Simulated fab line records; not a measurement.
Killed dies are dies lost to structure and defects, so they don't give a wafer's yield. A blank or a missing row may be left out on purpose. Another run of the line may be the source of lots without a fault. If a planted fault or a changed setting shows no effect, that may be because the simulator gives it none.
Which of the tools did it? + flow gf180mcu + Sampling: 7 lots, 21 wafers, 3 of 602 route steps

## WHAT THE GAUGES SHOWED, per wafer
GF_VT_IMPLANT_OVL_MEAS_07.
| lot  | measured     | on         | VT_IMPLANT_OVL (nm) |
|------|--------------|------------|---------------------|
| L262 | day 5 20:56  | overlay-02 | -0.9 -0.5 -1.5      |
| L264 | day 6 11:18  | overlay-01 | 2.4 2.2 1.6         |
| L266 | day 7 01:10  | overlay-02 | 2.0 2.5 1.6         |
| L270 | day 8 01:40  | overlay-01 | 1.1 0.6 0.4         |
| L277 | day 9 17:28  | overlay-01 | -2.5 -2.7 -2.7      |
| L282 | day 11 01:08 | overlay-02 | 2.6 2.3 1.8         |
| L284 | day 11 19:35 | overlay-01 | 1.1 0.8 1.3         |

## TOOL THAT RAN EACH LOT (tool first, then ch and the chambers of the sampled wafers, then the start)
| lot  | GF_DNWELL_COAT_02               | GF_DNWELL_STRIP_08                 |
|------|---------------------------------|------------------------------------|
| L262 | lithoTrack-01 ch 0, day 2 17:25 | plasmaAsher-04 ch 0,1, day 2 23:43 |
| L264 | lithoTrack-01 ch 0, day 3 04:08 | plasmaAsher-01 ch 0,1, day 3 10:48 |
| L266 | lithoTrack-01 ch 0, day 3 15:13 | plasmaAsher-03 ch 0,1, day 3 22:34 |
| L270 | lithoTrack-03 ch 0, day 4 12:02 | plasmaAsher-04 ch 0,1, day 4 19:35 |
| L277 | lithoTrack-01 ch 0, day 6 00:07 | plasmaAsher-01 ch 0,1, day 6 06:56 |
| L282 | lithoTrack-03 ch 0, day 7 01:41 | plasmaAsher-03 ch 0,1, day 7 10:23 |
| L284 | lithoTrack-03 ch 0, day 7 18:14 | plasmaAsher-04 ch 1, day 8 02:43   |
- GF_DNWELL_COAT_02: resist thk 3000 nm.
- GF_DNWELL_STRIP_08: strips in O2/N2.

## THE ANSWER, worked out from the rows above alone
Rule: what is usual is taken from the lots themselves. Put in order of their means at a reading, lots are off if they are a third of the lots or fewer, leave a main group of 4 or more, and stand apart from it by a gap of 3 or more times the standard deviation of the main group's means; of several such gaps the widest counts. Not used: any main group whose means are identical at the precision the tables above print for the reading. Also off: a lot with no number at a reading for which 4 or more lots have one. All remaining lots with rows at the step are treated as sound.
Nothing can be told from this: no lot is off at any reading shown.

## WHAT HAD BEEN PUT IN BY THE SIMULATOR
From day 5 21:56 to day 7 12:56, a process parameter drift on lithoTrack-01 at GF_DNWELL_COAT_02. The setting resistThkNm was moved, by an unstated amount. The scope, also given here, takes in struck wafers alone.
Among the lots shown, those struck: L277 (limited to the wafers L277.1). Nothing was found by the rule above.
